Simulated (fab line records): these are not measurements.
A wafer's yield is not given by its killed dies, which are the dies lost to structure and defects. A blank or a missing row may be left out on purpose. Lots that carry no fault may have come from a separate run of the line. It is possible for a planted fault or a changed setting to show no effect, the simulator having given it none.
Matching of chambers :: flow sky130 :: SKY_VIA4_CMP_21 on cmp-02 has 4 sister chambers
The step polishes, stops on SiO2, t overpolish 25 s, target thk 0 nm. 4 wafers are shown with their chamber, then 7 later ones without.

## WAFERS WITH THEIR CHAMBER
wafer: L124.4
chamber: 1
motor current A (A): 11.4

wafer: L126.4
chamber: 3
motor current A (A): 11.2

wafer: L134.2
chamber: 0
motor current A (A): 12.3

wafer: L134.3
chamber: 2
motor current A (A): 13.2

## WAFERS WHOSE CHAMBER IS MISSING
wafer: L134.4
motor current A (A): 10.7

wafer: L137.1
motor current A (A): 12.0

wafer: L137.2
motor current A (A): 11.5

wafer: L137.4
motor current A (A): 10.9

wafer: L141.2
motor current A (A): 13.5

wafer: L141.5
motor current A (A): 13.4

wafer: L141.6
motor current A (A): 10.7

## WHICH CHAMBER EACH WENT THROUGH
wafer: L134.4
from the rows above: can't be placed: 3 or 1
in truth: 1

wafer: L137.1
from the rows above: can't be placed: 0 or 1 or 3
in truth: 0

wafer: L137.2
from the rows above: can't be placed: 1 or 3
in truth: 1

wafer: L137.4
from the rows above: can't be placed: 3 or 1
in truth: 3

wafer: L141.2
from the rows above: 2
in truth: 2

wafer: L141.5
from the rows above: 2
in truth: 2

wafer: L141.6
from the rows above: can't be placed: 3 or 1
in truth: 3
Correctly placed: 2 of 7. Unplaceable from these rows: 5, with the true chamber sitting among the candidates in 5. Placed wrongly: 0.
How it was worked out, from the rows above alone: a wafer's distance from a chamber is the root of the sum, over the readings, of the square of ((its reading less the chamber's mean) divided by the reading's scatter). If the next closest chamber is less than 2 further off than the closest, the wafer can't be placed; otherwise it belongs to the closest. The mean given for a chamber averages the wafers shown for that chamber. The scatter (one wafer shown for each chamber): square how far every hidden wafer sits from the nearest shown wafer, average those squares and take the square root.
